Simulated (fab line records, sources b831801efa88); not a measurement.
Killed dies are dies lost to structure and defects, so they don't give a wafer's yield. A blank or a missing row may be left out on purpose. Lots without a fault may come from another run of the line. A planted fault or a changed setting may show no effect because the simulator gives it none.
Which tool did it? | flow gf180mcu | 6 lots, 18 wafers sampled, at 2 steps of a route of 602

WHAT THE GAUGES READ, wafer by wafer
GF_VT_IMPLANT_RS_MEAS_49: measures by four-point-probe.
lot  | measured     | on            | MVPSD_RS (ohm/sq)
L964 | day 8 04:11  | film_metro-02 | 1165.2 1170.5 1171.2
L966 | day 8 16:56  | film_metro-04 | 1172.8 1167.5 1170.3
L969 | day 9 15:40  | film_metro-01 | 1169.2 1168.0 1166.3
L975 | day 11 05:41 | film_metro-01 | 1181.8 1179.3 1181.7
L980 | day 12 16:50 | film_metro-02 | 1188.1 1189.1 1186.8
L983 | day 13 10:14 | film_metro-04 | 1169.6 1169.0 1167.2

WHICH TOOL RAN EACH LOT (tool, then ch and the chambers of the sampled wafers, then the start)
lot  | GF_MVPSD_IMPLANT_09
L964 | implanter-01 ch 0, day 5 12:33
L966 | implanter-01 ch 0, day 6 00:35
L969 | implanter-01 ch 0, day 6 19:19
L975 | implanter-01 ch 0, day 8 07:10
L980 | implanter-01 ch 0, day 9 14:23
L983 | implanter-04 ch 0, day 10 06:05
- GF_MVPSD_IMPLANT_09

THE ANSWER, worked out from the rows above alone
Rule: what is usual is taken from the lots themselves. Put in order of their means at a reading, lots are off if they are a third of the lots or fewer, leave a main group of 4 or more, and stand apart from it by a gap of 3 or more times the standard deviation of the main group's means; of several such gaps the widest counts. A main group whose means are all the same, to the digits that the tables above print for the reading, isn't used. A lot without any number at a reading at which 4 lots or more have one is off too. The other lots that the step has rows for count as sound.
Off: L975, L980, at GF_VT_IMPLANT_RS_MEAS_49 (MVPSD_RS). The main group: mean 1168.9 ohm/sq, standard deviation 0.85.
A tool fits if, at a process step before that reading, it ran every lot that is off, and no sound lot after the first of them. The gauges at GF_VT_IMPLANT_RS_MEAS_49 are tried like those tools. One fits: implanter-01 at GF_MVPSD_IMPLANT_09. Its last sound lot is L969 (day 6 19:19), its first lot that is off L975 (day 8 07:10): a fault that began between those two fits.

WHAT THE SIMULATOR HAD PUT IN
Process parameter drift: implanter-01, from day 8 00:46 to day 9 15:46, at GF_MVPSD_IMPLANT_09. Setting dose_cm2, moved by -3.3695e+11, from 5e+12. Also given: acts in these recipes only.
Lots struck among those shown: L975, L980. The rule above found the same.
